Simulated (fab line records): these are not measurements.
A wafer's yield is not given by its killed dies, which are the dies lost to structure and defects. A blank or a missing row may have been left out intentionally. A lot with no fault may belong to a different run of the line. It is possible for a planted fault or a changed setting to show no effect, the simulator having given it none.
fab line records    flow gf180mcu    part 2 of 2: steps 30 to 39 of 39
[record] lots = 5  wafers = 15  lastDay = 33
route steps=602 shown CONTACT@301 M1@315 V1@335
lots with no fault: from the same line, run without faults
startH: the number of hours between the record's first day and the start of the first shown wafer of the lot    waitH: hours since the lot's step before    " repeats the value in the row above    L1.1+2: a single row standing in for several wafers    - no value, or no start was given    * or withheld: withheld    < > ~ a bound
route shown NAME@n: NAME is a module with steps in the file, n the number in the route of the first one    usual: the fault-free wafers' mean and standard deviation    same: alike in all rows    chamber/n: place in a boat    sites: per-site readings    _std_site: standard deviation of those values    _edge_site: mean of outer sites minus mean of inner sites    radiusMm: how far each site lies from the wafer's centre    mask NAME#n: copy n    behind: the last tool/chamber to shape the wafer    hold: why the lot went on hold/how many hours it stayed there/how the hold came to an end    device: names the non-switching transistor (n, p or np)    end of line: at the end of the route, the tests of the same wafers    for a step that has no rows: nothing shown but its recipe    killed: count of dies lost to structure and defects at first sort (not the wafer's yield)    map: shows each die of a wafer: x if killed, . if not, _ if none is there
set.NAME: the setting that was run; set.NAME@STEP: the one run at that earlier step    model.NAME: the simulator's own value behind a step, which no gauge read
a table for each step, a row for each wafer; lots at some steps of the route
services: when a tool's chamber went out of use (startH, in hours from the record's first day, below 0 if earlier), for how many hours, and the reason
[[steps]]
[step GF_M1_OVL_MEAS_15]
[usual] M1_OVL = 1/5.9
lot.wafer  tool        chamber  startH  waitH  M1_OVL[nm]
L080.1     overlay-02  -        444.24  0.1    -1
L080.2     "           -        "       "      0
L080.5     "           -        "       "      4
L086.1     overlay-01  -        493.49  0.1    -1
L086.2     "           -        "       "      -11
L086.6     "           -        "       "      -4
L088.2     overlay-02  -        513.49  0.1    0
L088.3     "           -        "       "      -3
L088.6     "           -        "       "      4
L090.1     overlay-02  -        525.52  0.1    8
L090.2     "           -        "       "      1
L090.5     "           -        "       "      7
L092.1     overlay-02  -        541.99  0.1    12
L092.5     "           -        "       "      6
L092.6     "           -        "       "      5
[step GF_M1_METAL_ETCH_16]
[recipe] chemistry = Cl2/BCl3  maskMaterial = KrF  targetDepthNm = 627.5  stopOn = SiO2  pressureMtorr = 8  icpW = 800  biasW = 140  Cl2_flow_sccm = 80  bcl3FlowSccm = 40  timeS = 104.6
[usual] drypumpMotorCurrentA = 5.9/0.49  heBacksideLeakSccm = 3.3/0.4  oesProductAu = 0.973/0.0066  throttleValvePct = 28.250/0.0099
lot.wafer  tool         chamber  startH  waitH  drypumpMotorCurrentA  heBacksideLeakSccm  oesProductAu  rfHoursCounterH  throttleValvePct
L080.1     rieMetal-01  1        444.27  0.0    5.8                   5.9                 0.965         6                28.252
L080.2     "            0        "       "      6.7                   3.2                 0.981         12               28.248
L080.5     "            0        "       "      6.7                   3.4                 0.974         -                28.264
L086.1     rieMetal-01  0        493.53  0.0    6.8                   3.0                 0.977         0                28.271
L086.2     "            1        "       "      5.8                   3.1                 0.982         7                28.257
L086.6     "            1        "       "      5.8                   3.0                 0.972         -                28.232
L088.2     rieMetal-01  0        513.52  0.0    6.7                   3.0                 0.966         1                28.249
L088.3     "            0        "       "      6.7                   2.6                 0.973         -                28.240
L088.6     "            0        "       "      6.7                   3.0                 0.970         -                28.269
L090.1     rieMetal-01  1        525.56  0.0    5.7                   3.4                 0.972         8                28.251
L090.2     "            0        "       "      6.7                   2.9                 0.975         1                28.236
L090.5     "            1        "       "      5.7                   3.3                 0.973         -                28.243
L092.1     rieMetal-02  1        542.02  0.0    5.8                   3.6                 0.977         9                28.258
L092.5     "            0        "       "      5.6                   2.9                 0.974         -                28.273
L092.6     "            1        "       "      5.7                   3.6                 0.975         -                28.250
[step GF_M1_STRIP_17]
[recipe] chemistry = O2/N2  powerW = 1400  pressureMtorr = 1500  platenTempC = 250  o2FlowSccm = 3000  n2FlowSccm = 300  overashFraction = 0.5
[usual] drypumpMotorCurrentA = 5.7/0.44  heaterPowerW = 304/14  oesProductAu = 0.559/0.0044  stripTimeToEndpointS = 7.87/0.045
lot.wafer  tool            chamber  startH  waitH  drypumpMotorCurrentA  heaterPowerW  oesProductAu  rfHoursCounterH  stripTimeToEndpointS
L080.1     plasmaAsher-01  1        444.39  0.1    6.2                   302           0.561         1                7.84
L080.2     "               0        "       "      6.1                   295           0.562         1                7.92
L080.5     "               0        "       "      6.1                   285           0.563         -                7.92
L086.1     plasmaAsher-03  1        493.64  0.1    5.5                   322           0.560         88               7.97
L086.2     "               0        "       "      6.0                   306           0.564         88               7.91
L086.6     "               1        "       "      5.5                   322           0.556         -                7.90
L088.2     plasmaAsher-03  1        513.67  0.1    5.5                   311           0.560         90               7.89
L088.3     "               0        "       "      5.9                   295           0.558         -                7.89
L088.6     "               1        "       "      5.5                   314           0.558         -                7.88
L090.1     plasmaAsher-04  0        525.71  0.1    4.9                   331           0.555         79               7.87
L090.2     "               1        "       "      5.7                   299           0.566         79               7.96
L090.5     "               0        "       "      4.9                   329           0.555         -                7.84
L092.1     plasmaAsher-04  0        542.13  0.1    4.9                   325           0.562         81               7.87
L092.5     "               0        "       "      4.9                   320           0.560         -                7.91
L092.6     "               1        "       "      5.7                   296           0.564         -                7.87
[step GF_M1_STRIP_18]
[recipe] chemistry = postEtchResidueRemover  timeS = 1200  tempC = 72.5
lot.wafer   tool         chamber  startH  waitH
L080.1+2+5  wetBench-03  1        444.49  0.1
L086.1+2+6  wetBench-01  1        493.74  0.1
L088.2+3+6  wetBench-03  0        513.77  0.1
L090.1+2+5  wetBench-03  3        525.81  0.1
L092.1+5+6  wetBench-03  2        542.23  0.1
[step GF_M1_CLEAN_19]
[recipe] chemistry = DIW  dry = n2Spin
lot.wafer   tool         chamber  startH  waitH
L080.1+2+5  wetBench-02  1        444.83  0.0
L086.1+2+6  wetBench-03  1        494.08  0.0
L088.2+3+6  wetBench-02  2        514.11  0.0
L090.1+2+5  wetBench-02  3        526.15  0.0
L092.1+5+6  wetBench-02  3        542.58  0.0
[step GF_V1_CVD_00]
[recipe] material = SiO2  targetThkNm = 600  sigmaOpenFrac = 0.3  tempC = 400  timeS = 100  sih4FlowSccm = 60  pressureMtorr = 6
lot.wafer   tool       chamber  startH  waitH
L080.1+2+5  hdpcvd-01  1,2,1    444.92  0.0
L086.1+2+6  hdpcvd-01  0,1,0    494.17  0.0
L088.2+3+6  hdpcvd-02  0,2,1    514.21  0.0
L090.1+2+5  hdpcvd-02  0,2,2    526.25  0.0
L092.1+5+6  hdpcvd-02  0,0,2    542.67  0.0
[step GF_V1_THK_MEAS_01]
[recipe] reads = SiO2_of_V1_CVD_00
[usual] V1_CVD_00_THK = 599/7
lot.wafer  tool          chamber  startH  waitH  V1_CVD_00_THK[nm]
L080.1     filmMetro-04  -        444.99  0.0    589
L080.2     "             -        "       "      602
L080.5     "             -        "       "      592
L086.1     filmMetro-04  -        494.24  0.0    604
L086.2     "             -        "       "      588
L086.6     "             -        "       "      600
L088.2     filmMetro-04  -        514.30  0.0    615
L088.3     "             -        "       "      602
L088.6     "             -        "       "      608
L090.1     filmMetro-04  -        526.32  0.0    591
L090.2     "             -        "       "      598
L090.5     "             -        "       "      599
L092.1     filmMetro-02  -        542.74  0.0    597
L092.5     "             -        "       "      598
L092.6     "             -        "       "      590
[step GF_V1_CVD_02]
[recipe] material = SiO2  targetThkNm = 850  precursor = TEOS  tempC = 400  timeS = 97.47  rfW = 600
[usual] heaterPowerW = 703/130
lot.wafer  tool      chamber  startH  waitH  heaterPowerW  sinceWetCleanH
L080.1     pecvd-03  0        445.05  0.1    722           687
L080.2     "         1        "       "      691           687
L080.5     "         1        "       "      544           -
L086.1     pecvd-02  0        494.30  0.1    919           320
L086.2     "         1        "       "      860           320
L086.6     "         1        "       "      888           -
L088.2     pecvd-03  2        514.35  0.0    495           756
L088.3     "         1        "       "      696           756
L088.6     "         0        "       "      569           -
L090.1     pecvd-03  2        526.38  0.1    497           768
L090.2     "         0        "       "      693           768
L090.5     "         2        "       "      528           -
L092.1     pecvd-01  1        542.80  0.1    817           160
L092.5     "         1        "       "      691           -
L092.6     "         0        "       "      650           -
[step GF_V1_THK_MEAS_03]
[recipe] reads = SiO2_of_V1_CVD_02
[usual] V1_CVD_02_THK = 875/11
lot.wafer  tool          chamber  startH  waitH  V1_CVD_02_THK[nm]
L080.1     filmMetro-01  -        445.12  0.0    865
L080.2     "             -        "       "      876
L080.5     "             -        "       "      888
L086.1     filmMetro-02  -        494.37  0.0    861
L086.2     "             -        "       "      874
L086.6     "             -        "       "      880
L088.2     filmMetro-01  -        514.43  0.0    884
L088.3     "             -        "       "      878
L088.6     "             -        "       "      887
L090.1     filmMetro-01  -        526.45  0.0    861
L090.2     "             -        "       "      868
L090.5     "             -        "       "      882
L092.1     filmMetro-04  -        542.87  0.0    873
L092.5     "             -        "       "      901
L092.6     "             -        "       "      887
[step GF_V1_CMP_04]
[recipe] material = SiO2  downForcePsi = 4  platenRpm = 60  padVelocityMS = 0.94248
[usual] motorCurrentA = 11.5/0.67  timeToEndpointS = 87/6
lot.wafer  tool    chamber  startH  waitH  motorCurrentA  timeToEndpointS
L080.2     cmp-02  0        445.47  0.3    11.5           84
L080.1     "       1        "       "      11.5           86
L080.5     "       2        "       "      11.1           93
L086.1     cmp-01  0        494.43  0.1    11.6           87
L086.2     "       2        "       "      10.6           87
L086.6     "       1        "       "      11.7           90
L088.2     cmp-01  2        514.48  0.0    10.4           91
L088.3     "       0        "       "      12.3           93
L088.6     "       2        "       "      10.6           91
L090.1     cmp-01  0        526.56  0.1    12.8           87
L090.2     "       1        "       "      12.6           87
L090.5     "       3        "       "      12.3           90
L092.1     cmp-02  3        543.08  0.2    12.2           81
L092.6     "       0        "       "      11.3           87
L092.5     "       1        "       "      10.8           96
[[services]]
tool           chamber  startH  hours  kind
pvdSputter-04  -        400.25  0.8    repair
cmp-01         -        404.16  4.0    pm
pvdSputter-04  -        405.32  3.9    repair
pecvd-03       2        412.64  18.9   repair
cmp-02         -        424.95  1.2    repair
cmp-01         -        425.18  1.9    repair
rieMetal-01    0        428.23  4.6    repair
rieDiel-04     3        432.47  7.6    repair
cmp-01         -        444.75  2.0    repair
pecvd-03       2        449.69  3.9    repair
pvdSputter-01  -        455.96  2.0    repair
hdpcvd-02      2        461.64  3.9    repair
pvdSputter-03  -        464.29  0.8    repair
rieMetal-01    1        464.55  14.8   repair
rieDiel-04     2        467.78  16.8   repair
krfScanner-01  -        471.35  1.3    pm
pvdSputter-02  -        476.09  2.2    repair
cvdW-01        -        478.19  2.8    pm
krfScanner-01  -        494.96  0.9    repair
krfScanner-01  -        507.24  1.0    pm
cmp-01         -        515.25  6.2    pm
cvdW-01        -        532.29  0.5    repair
rieDiel-04     1        538.44  8.4    repair
cmp-02         -        538.59  1.2    repair
